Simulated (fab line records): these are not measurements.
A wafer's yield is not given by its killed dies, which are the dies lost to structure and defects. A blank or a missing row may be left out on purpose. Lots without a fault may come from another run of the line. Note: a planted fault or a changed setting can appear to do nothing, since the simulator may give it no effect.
A struck lot beside a sound one    flow sky130    18 steps out of a route of 708
Sound: the wafers L568.1, L568.5, L568.6. Wafers L574.3, L574.4, L574.5 were the ones struck. The cause comes at the end.
Per side, at each step with rows, come the tool, then ch with its chambers, and then its first start. Under that, the readings that differ: sound wafers    struck wafers    difference of the means    sigmas: that difference in standard deviations of wafers without a fault.
alike: readings with means less than 2 such deviations apart, plus words and numbers identical on both sides. not compared: withheld readings, readings lacking a value on some wafer, bounds such as >300 that could conceal the same value, and numbers that have no deviation in the record and whose values overlap.
The two part at a step that has a row with sigmas, a row that says differs or no value, or rows on one side only. Numbers that don't overlap but have no deviation are shown without sigmas and don't part them. Lack of a reading on every wafer of one side parts them only where that side has two or more wafers.

first, 4 steps without rows for these wafers: SKY_LDD_HVP_SOFTBAKE_03 (time 60 s); SKY_LDD_HVP_EXPOSE_04 (exposes mask HVPTM, target cd 700 nm); SKY_LDD_HVP_PEB_05; SKY_LDD_HVP_DEVELOP_06 (develop time 60 s).
SKY_LDD_HVP_OVL_MEAS_07:
  sound: overlay-02 at day 22 02:08; struck: overlay-01 at day 24 16:20
  alike: LDD_HVP_OVL
following that, these wafers have no rows for 1 step: SKY_LDD_HVP_IMPLANT_08.
SKY_LDD_HVP_STRIP_09: strips in O2/N2.
  sound on plasma_asher-02 ch 0,1, day 22 02:19; struck on plasma_asher-02 ch 0,1, day 24 16:33
  alike: drypump_motor_current_A, oes_product_au, strip_time_to_endpoint_s
  not compared: rf_hours_counter_h
SKY_LDD_HVP_TW_MEAS_10:
  sound: film_metro-02 at day 22 02:25; struck: film_metro-03 at day 24 16:38
  alike: LDD_HVP_TW
then, 4 steps without rows for these wafers: SKY_LDD_LDN_DEHYDRATE_00 (time 60 s); SKY_LDD_LDN_HMDS_01 (prime time 60 s); SKY_LDD_LDN_COAT_02 (resist thk 1140 nm); SKY_LDD_LDN_SOFTBAKE_03 (time 60 s).
SKY_LDD_LDN_EXPOSE_04: exposes mask LDNTM, target cd 700 nm.
  sound on iline_stepper-02 ch 0, day 22 17:15; struck on iline_stepper-01 ch 0, day 25 06:46
reading                          sound                 struck             difference  sigmas
model.LDD_LDN.overlay_x_nm (nm)  0.5529 0.5529 0.5529  42.51 42.51 42.51  +41.96      
  alike: mask, focus_offset_nm, stage_vel_mm_s
then, 2 steps without rows for these wafers: SKY_LDD_LDN_PEB_05; SKY_LDD_LDN_DEVELOP_06 (develop time 60 s).
SKY_LDD_LDN_OVL_MEAS_07:
  sound: overlay-02 at day 23 08:32; struck: overlay-01 at day 25 21:08
reading           sound           struck          difference  sigmas
LDD_LDN_OVL (nm)  -0.9 -0.9 -0.5  41.9 42.2 44.5  +43.6       +34
following that, these wafers have no rows for 1 step: SKY_LDD_LDN_IMPLANT_08.
-- the record jumps here: 22 days lie between the struck wafers' starts before and after (it left off in module LDD_LDN and takes up again in module PAD_OPEN, whose first step shown is number 708 of the route) --
SKY_PAD_OPEN_PROBE_99:
  rows exist in the record for the struck wafers here (prober-02, day 47 18:55), but not for the sound ones

## WHERE THEY PART
Last at SKY_PAD_OPEN_PROBE_99 as far as this record goes, first at SKY_LDD_LDN_OVL_MEAS_07.

WHY: what had been put in by the simulator
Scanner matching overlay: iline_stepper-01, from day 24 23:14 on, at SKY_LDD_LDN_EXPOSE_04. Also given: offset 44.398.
